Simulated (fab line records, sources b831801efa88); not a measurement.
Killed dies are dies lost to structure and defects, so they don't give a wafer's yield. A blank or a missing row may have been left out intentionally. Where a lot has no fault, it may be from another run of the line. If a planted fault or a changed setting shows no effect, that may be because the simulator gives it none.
fab line records    flow gf180mcu
record lots=14  wafers=42  last-day=34
route steps=602 shown MVSD@136 POLY_GATE@167 HV_LDD@185
lots that met no fault: from a run of the same line without faults
start-h: hours from the record's first day to the start of the lot's first wafer shown    wait-h: hours elapsed since this lot's preceding step    " the same as in the row above    L1.1+2: a row that stands for several wafers    - value missing, or start not given    * or withheld: withheld    < > ~ a bound
route shown NAME@n: names a module that has steps shown in the file, with the first one's number in the route    usual: mean and standard deviation over wafers with no fault    same: alike in all rows    chamber/n: place in a boat    sites: readings site by site    _std_site: standard deviation across them    _edge_site: outer sites' mean less inner sites'    radius-mm: for every site, how far away it sits from the centre of the wafer    mask NAME#n: copy n    behind: tool/chamber where the wafer was last shaped    hold: the reason the lot was held/the length of the hold in hours/how it ended    device: transistor that didn't switch, given as n, p or np    end of line: tests run on the same wafers once the route is complete    step lacking rows: just its recipe    killed: count of dies lost to structure and defects at first sort (not the wafer's yield)    map: dies across one wafer; x = killed, . = not, _ = none there
set.NAME: the setting as run; set.NAME@STEP: as run at that earlier step    model.NAME: the simulator's own value behind a step, which no gauge read
steps of the route over a sample of lots; a table a step, a row a wafer
services: when a tool's chamber went out of use (start-h, in hours from the record's first day, below 0 if earlier), for how many hours, and the reason
## steps
# step GF_VT_IMPLANT_RS_MEAS_46
# recipe thk-meas-gauge=four-point-probe
# usual MVSD_RS=456.7/1.6
lot.wafer  tool           chamber  start-h  wait-h  MVSD_RS[ohm/sq]
L261.3     film-metro-01  -        158.72   0.1     456.2
L261.4     "              -        "        "       456.3
L261.5     "              -        "        "       455.2
L262.2     film-metro-04  -        159.75   0.1     457.9
L262.4     "              -        "        "       456.9
L262.5     "              -        "        "       458.4
L264.1     film-metro-03  -        173.24   0.1     455.9
L264.2     "              -        "        "       457.3
L264.5     "              -        "        "       457.1
L265.2     film-metro-03  -        178.70   0.1     455.3
L265.4     "              -        "        "       455.3
L265.6     "              -        "        "       455.0
L268.2     film-metro-01  -        210.52   0.1     455.7
L268.4     "              -        "        "       455.9
L268.5     "              -        "        "       454.3
L270.2     film-metro-03  -        224.92   0.1     454.6
L270.5     "              -        "        "       456.0
L270.6     "              -        "        "       454.5
L276.2     film-metro-03  -        255.65   0.1     458.6
L276.3     "              -        "        "       456.7
L276.5     "              -        "        "       456.0
L277.2     film-metro-01  -        260.72   0.1     456.7
L277.4     "              -        "        "       457.3
L277.5     "              -        "        "       457.5
L278.1     film-metro-03  -        267.15   0.1     454.8
L278.2     "              -        "        "       455.1
L278.5     "              -        "        "       454.2
L279.3     film-metro-01  -        277.89   0.1     454.0
L279.4     "              -        "        "       453.8
L279.6     "              -        "        "       454.3
L280.1     film-metro-01  -        290.68   0.1     454.0
L280.5     "              -        "        "       454.8
L280.6     "              -        "        "       454.3
L281.2     film-metro-04  -        299.19   0.1     457.1
L281.5     "              -        "        "       456.5
L281.6     "              -        "        "       456.7
L282.2     film-metro-04  -        307.23   0.1     458.4
L282.4     "              -        "        "       457.7
L282.6     "              -        "        "       457.7
L284.1     film-metro-01  -        326.08   0.1     456.3
L284.4     "              -        "        "       455.7
L284.5     "              -        "        "       455.2
# step GF_POLY_GATE_CD_MEAS_10
# recipe target-cd-nm=280
# usual cd-nm=280.0/1.3
lot.wafer  tool       chamber  start-h  wait-h  cd-nm
L262.2     cd-sem-02  -        199.05   0.1     282.8
L262.4     "          -        "        "       281.6
L262.5     "          -        "        "       281.0
L261.3     cd-sem-01  -        200.94   0.1     278.0
L261.4     "          -        "        "       278.9
L261.5     "          -        "        "       278.8
L264.1     cd-sem-01  -        212.93   0.1     281.3
L264.2     "          -        "        "       281.8
L264.5     "          -        "        "       282.3
L265.2     cd-sem-01  -        218.77   0.1     278.1
L265.4     "          -        "        "       279.5
L265.6     "          -        "        "       280.4
L268.2     cd-sem-02  -        253.58   0.1     279.8
L268.4     "          -        "        "       279.5
L268.5     "          -        "        "       279.6
L270.2     cd-sem-02  -        271.05   0.1     278.9
L270.5     "          -        "        "       278.9
L270.6     "          -        "        "       278.5
L276.2     cd-sem-01  -        300.68   0.1     280.1
L276.3     "          -        "        "       280.2
L276.5     "          -        "        "       279.7
L277.2     cd-sem-01  -        305.78   0.1     280.9
L277.4     "          -        "        "       280.3
L277.5     "          -        "        "       280.0
L278.1     cd-sem-01  -        311.58   0.1     284.4
L278.2     "          -        "        "       283.5
L278.5     "          -        "        "       283.3
L279.3     cd-sem-01  -        325.60   0.1     279.1
L279.4     "          -        "        "       279.1
L279.6     "          -        "        "       278.2
L280.1     cd-sem-01  -        336.85   0.1     281.2
L280.5     "          -        "        "       281.4
L280.6     "          -        "        "       280.1
L281.2     cd-sem-02  -        345.52   0.1     279.8
L281.5     "          -        "        "       279.4
L281.6     "          -        "        "       280.1
L282.2     cd-sem-02  -        356.22   0.1     279.6
L282.4     "          -        "        "       279.4
L282.6     "          -        "        "       279.2
L284.1     cd-sem-02  -        377.30   0.1     278.9
L284.4     "          -        "        "       278.8
L284.5     "          -        "        "       278.8
# step GF_POLY_GATE_STRIP_14
# recipe chemistry=O2/N2  power-w=1400  pressure-mtorr=1500  platen-temp-c=250  o2-flow-sccm=3000  n2-flow-sccm=300  overash-fraction=0.5
# usual drypump-motor-current-A=5.95/0.25  heater-power-w=331/48  o2-flow-sccm=3000/8.2  oes-product-au=0.505/0.0048
lot.wafer  tool             chamber  start-h  wait-h  drypump-motor-current-A  heater-power-w  o2-flow-sccm  oes-product-au  rf-hours-counter-h
L262.2     plasma-asher-02  1        199.29   0.0     6.18                     287             2992          0.495           9
L262.4     "                0        "        "       5.91                     422             3004          0.503           -
L262.5     "                1        "        "       6.18                     301             2988          0.511           -
L261.3     plasma-asher-04  1        201.19   0.1     6.24                     268             2997          0.502           -
L261.4     "                0        "        "       5.55                     351             3011          0.510           -
L261.5     "                0        "        "       5.56                     345             3015          0.501           -
L264.1     plasma-asher-04  1        213.19   0.0     6.26                     269             2998          0.508           56
L264.2     "                0        "        "       5.54                     343             2992          0.506           56
L264.5     "                1        "        "       6.24                     278             3007          0.513           -
L265.2     plasma-asher-02  1        219.01   0.0     6.21                     291             3010          0.509           11
L265.4     "                1        "        "       6.19                     293             2988          0.509           -
L265.6     "                0        "        "       5.94                     407             3000          0.503           -
L268.2     plasma-asher-01  1        253.82   0.0     6.00                     346             3008          0.505           44
L268.4     "                1        "        "       6.01                     348             2992          0.506           -
L268.5     "                1        "        "       6.02                     350             2993          0.511           -
L270.2     plasma-asher-04  0        271.29   0.0     5.54                     351             3010          0.500           62
L270.5     "                0        "        "       5.54                     352             3002          0.507           -
L270.6     "                1        "        "       6.24                     277             3010          0.504           -
L276.2     plasma-asher-01  0        300.92   0.0     5.67                     310             2999          0.507           49
L276.3     "                1        "        "       6.00                     352             3015          0.507           -
L276.5     "                0        "        "       5.70                     310             2996          0.504           -
L277.2     plasma-asher-02  0        306.02   0.0     5.93                     412             3005          0.506           21
L277.4     "                0        "        "       5.90                     400             3001          0.508           -
L277.5     "                1        "        "       6.24                     286             2998          0.495           -
L278.1     plasma-asher-01  1        311.84   0.0     6.02                     353             3013          0.509           50
L278.2     "                0        "        "       5.70                     304             3005          0.515           50
L278.5     "                1        "        "       5.97                     343             2997          0.506           -
L279.3     plasma-asher-02  1        325.85   0.1     6.22                     294             3008          0.504           -
L279.4     "                0        "        "       5.92                     424             3010          0.509           -
L279.6     "                0        "        "       5.91                     417             2995          0.489           -
L280.1     plasma-asher-02  0        337.12   0.0     5.89                     408             3008          0.501           25
L280.5     "                1        "        "       6.19                     292             2980          0.505           -
L280.6     "                0        "        "       5.93                     407             3000          0.505           -
L281.2     plasma-asher-04  0        345.76   0.0     5.53                     347             2999          0.495           67
L281.5     "                0        "        "       5.57                     344             2994          0.500           -
L281.6     "                1        "        "       6.24                     271             2988          0.511           -
L282.2     plasma-asher-04  1        356.46   0.0     6.25                     270             2989          0.505           69
L282.4     "                0        "        "       5.55                     355             3003          0.508           -
L282.6     "                1        "        "       6.26                     274             2991          0.501           -
L284.1     plasma-asher-02  1        377.56   0.0     6.18                     287             2996          0.517           29
L284.4     "                0        "        "       5.94                     415             2998          0.506           -
L284.5     "                1        "        "       6.22                     287             2988          0.500           -
# step GF_HV_LDD_IMPLANT_09
# recipe species=As  energy-kev=40  dose-cm2=1e+14  tilt-deg=7
# usual beam-energy-keV=39.995/0.013  beam-on-s=9.99/0.21
lot.wafer  tool          chamber  start-h  wait-h  beam-energy-keV  beam-on-s
L262.2     implanter-02  0        218.96   0.0     40.002           10.07
L262.4     "             0        "        "       40.007           9.83
L262.5     "             0        "        "       39.995           9.69
L261.3     implanter-01  0        220.55   0.1     40.011           9.87
L261.4     "             0        "        "       40.003           9.85
L261.5     "             0        "        "       40.008           9.86
L264.1     implanter-02  0        233.50   0.0     39.972           9.85
L264.2     "             0        "        "       40.002           10.03
L264.5     "             0        "        "       40.002           9.73
L265.2     implanter-03  0        237.53   0.0     39.984           10.05
L265.4     "             0        "        "       40.009           9.83
L265.6     "             0        "        "       39.987           9.97
L268.2     implanter-03  -        274.66   0.0     -                -
L268.4     "             -        "        "       -                -
L268.5     "             -        "        "       -                -
L270.2     implanter-03  -        292.76   0.0     -                -
L270.5     "             -        "        "       -                -
L270.6     "             -        "        "       -                -
L276.2     implanter-02  0        323.31   0.0     40.005           10.09
L276.3     "             0        "        "       40.015           9.74
L276.5     "             0        "        "       39.996           10.09
L277.2     implanter-03  0        327.83   0.0     39.976           9.93
L277.4     "             0        "        "       40.000           9.91
L277.5     "             0        "        "       40.009           9.83
L278.1     implanter-02  0        335.39   0.0     40.024           9.94
L278.2     "             0        "        "       40.017           10.11
L278.5     "             0        "        "       40.012           10.14
L279.3     implanter-03  0        347.95   0.1     39.982           10.17
L279.4     "             0        "        "       40.006           9.91
L279.6     "             0        "        "       39.992           10.22
L280.1     implanter-03  0        359.98   0.0     40.002           9.93
L280.5     "             0        "        "       39.999           10.16
L280.6     "             0        "        "       39.987           10.17
L281.2     implanter-01  0        370.33   0.0     39.988           9.62
L281.5     "             0        "        "       39.980           10.03
L281.6     "             0        "        "       39.984           9.96
L282.2     implanter-02  0        380.58   0.0     39.998           10.11
L282.4     "             0        "        "       39.979           9.94
L282.6     "             0        "        "       40.000           9.76
L284.1     implanter-03  0        402.49   0.0     40.011           10.32
L284.4     "             0        "        "       39.996           10.02
L284.5     "             0        "        "       40.013           10.18
# step GF_HV_LDD_TW_MEAS_11
# usual HV_LDD_TW=2421/22
lot.wafer  tool           chamber  start-h  wait-h  HV_LDD_TW
L262.2     film-metro-01  -        219.19   0.1     2438
L262.4     "              -        "        "       2440
L262.5     "              -        "        "       2436
L261.3     film-metro-03  -        220.77   0.1     2433
L261.4     "              -        "        "       2428
L261.5     "              -        "        "       2438
L264.1     film-metro-04  -        233.75   0.1     2415
L264.2     "              -        "        "       2414
L264.5     "              -        "        "       2415
L265.2     film-metro-01  -        237.76   0.1     2433
L265.4     "              -        "        "       2434
L265.6     "              -        "        "       2443
L268.2     film-metro-04  -        274.90   0.1     30
L268.4     "              -        "        "       30
L268.5     "              -        "        "       30
L270.2     film-metro-01  -        293.00   0.1     30
L270.5     "              -        "        "       30
L270.6     "              -        "        "       30
L276.2     film-metro-04  -        323.54   0.1     2387
L276.3     "              -        "        "       2386
L276.5     "              -        "        "       2387
L277.2     film-metro-03  -        328.06   0.1     2414
L277.4     "              -        "        "       2395
L277.5     "              -        "        "       2420
L278.1     film-metro-03  -        335.64   0.1     2420
L278.2     "              -        "        "       2420
L278.5     "              -        "        "       2408
L279.3     film-metro-01  -        348.17   0.1     2449
L279.4     "              -        "        "       2450
L279.6     "              -        "        "       2445
L280.1     film-metro-01  -        360.23   0.1     2446
L280.5     "              -        "        "       2441
L280.6     "              -        "        "       2450
L281.2     film-metro-04  -        370.56   0.1     2368
L281.5     "              -        "        "       2371
L281.6     "              -        "        "       2367
L282.2     film-metro-03  -        380.81   0.1     2430
L282.4     "              -        "        "       2421
L282.6     "              -        "        "       2423
L284.1     film-metro-04  -        402.74   0.1     2391
L284.4     "              -        "        "       2386
L284.5     "              -        "        "       2381
# step GF_HV_LDD_RS_MEAS_53
# recipe thk-meas-gauge=four-point-probe
# usual HV_LDD_RS=418.8/1.2
lot.wafer  tool           chamber  start-h  wait-h  HV_LDD_RS[ohm/sq]
L262.2     film-metro-03  -        275.35   0.1     418.3
L262.4     "              -        "        "       419.6
L262.5     "              -        "        "       419.0
L261.3     film-metro-01  -        276.33   0.1     416.8
L261.4     "              -        "        "       417.8
L261.5     "              -        "        "       418.3
L264.1     film-metro-03  -        290.96   0.1     418.4
L264.2     "              -        "        "       417.3
L264.5     "              -        "        "       417.8
L265.2     film-metro-01  -        295.64   0.1     419.0
L265.4     "              -        "        "       417.5
L265.6     "              -        "        "       417.0
L268.2     film-metro-04  -        336.50   0.1     882.5
L268.4     "              -        "        "       883.0
L268.5     "              -        "        "       881.3
L270.2     film-metro-04  -        357.05   0.1     885.0
L270.5     "              -        "        "       885.2
L270.6     "              -        "        "       885.1
L276.2     film-metro-04  -        389.85   0.1     419.2
L276.3     "              -        "        "       418.6
L276.5     "              -        "        "       419.9
L277.2     film-metro-03  -        394.68   0.1     418.5
L277.4     "              -        "        "       418.3
L277.5     "              -        "        "       418.4
L278.1     film-metro-04  -        403.21   0.1     419.0
L278.2     "              -        "        "       419.3
L278.5     "              -        "        "       419.2
L279.3     film-metro-04  -        415.12   0.1     418.2
L279.4     "              -        "        "       417.7
L279.6     "              -        "        "       418.8
L280.1     film-metro-04  -        430.53   0.1     417.1
L280.5     "              -        "        "       418.8
L280.6     "              -        "        "       418.7
L281.2     film-metro-04  -        442.10   0.1     420.0
L281.5     "              -        "        "       420.9
L281.6     "              -        "        "       420.9
L282.2     film-metro-01  -        454.10   0.1     418.5
L282.4     "              -        "        "       420.4
L282.6     "              -        "        "       419.0
L284.1     film-metro-04  -        475.83   0.1     417.4
L284.4     "              -        "        "       418.4
L284.5     "              -        "        "       419.2
## services
tool             chamber  start-h  hours  kind
plasma-asher-01  -        178.88   4.6    repair
implanter-03     -        186.47   2.9    pm
plasma-asher-01  -        198.21   3.1    repair
implanter-01     -        215.64   3.8    pm
implanter-01     -        238.14   1.6    repair
plasma-asher-04  -        261.45   0.7    repair
implanter-03     -        262.80   3.1    repair
plasma-asher-04  -        276.04   14.6   pm
implanter-03     -        278.33   3.3    repair
implanter-01     -        310.66   1.8    repair
implanter-01     -        318.65   1.7    repair
implanter-03     -        321.72   3.0    pm
plasma-asher-01  -        331.19   2.1    repair
implanter-01     -        397.16   6.8    repair
## key
first-sign step=GF_HV_LDD_IMPLANT_09  reading=tool-record  direction=missing
effect step=GF_HV_LDD_TW_MEAS_11  reading=HV_LDD_TW  direction=down  sigmas=99+  usual=2421  struck=30
effect step=GF_HV_LDD_RS_MEAS_53  reading=HV_LDD_RS  direction=up  sigmas=99+  usual=418.8  struck=883.7
met-at GF_HV_LDD_IMPLANT_09
struck-lots L268,L270
later-rows-left-out L268.2,L268.4,L268.5,L270.2,L270.5,L270.6
sort-left-out L268.2,L268.4,L268.5,L270.2,L270.5,L270.6
tester-left-out L268,L270
not-acting-at GF_VT_IMPLANT_RS_MEAS_46,GF_POLY_GATE_CD_MEAS_10,GF_POLY_GATE_STRIP_14
onset-between 237.53 274.66
fault kind=skipped-step-whole  tool=implanter-03  chamber=-  onset-h=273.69  steps=GF_HV_LDD_IMPLANT_09  scope=struck-lots-only
# tester-left-out: of these lots the tester's yield and bins aren't shown, on N5 and GAA mostly nor the transistor test; their killed dies are dies lost to structure and defects alone, not to doping, threshold or leakage, so they don't give the yield
# sort-left-out: the simulated sort isn't trusted on such a fault, so these wafers' sort isn't shown, and their yield isn't known
# later-rows-left-out: the simulator's readings of these wafers behind a module that went badly wrong aren't trusted and aren't shown, but for the sort
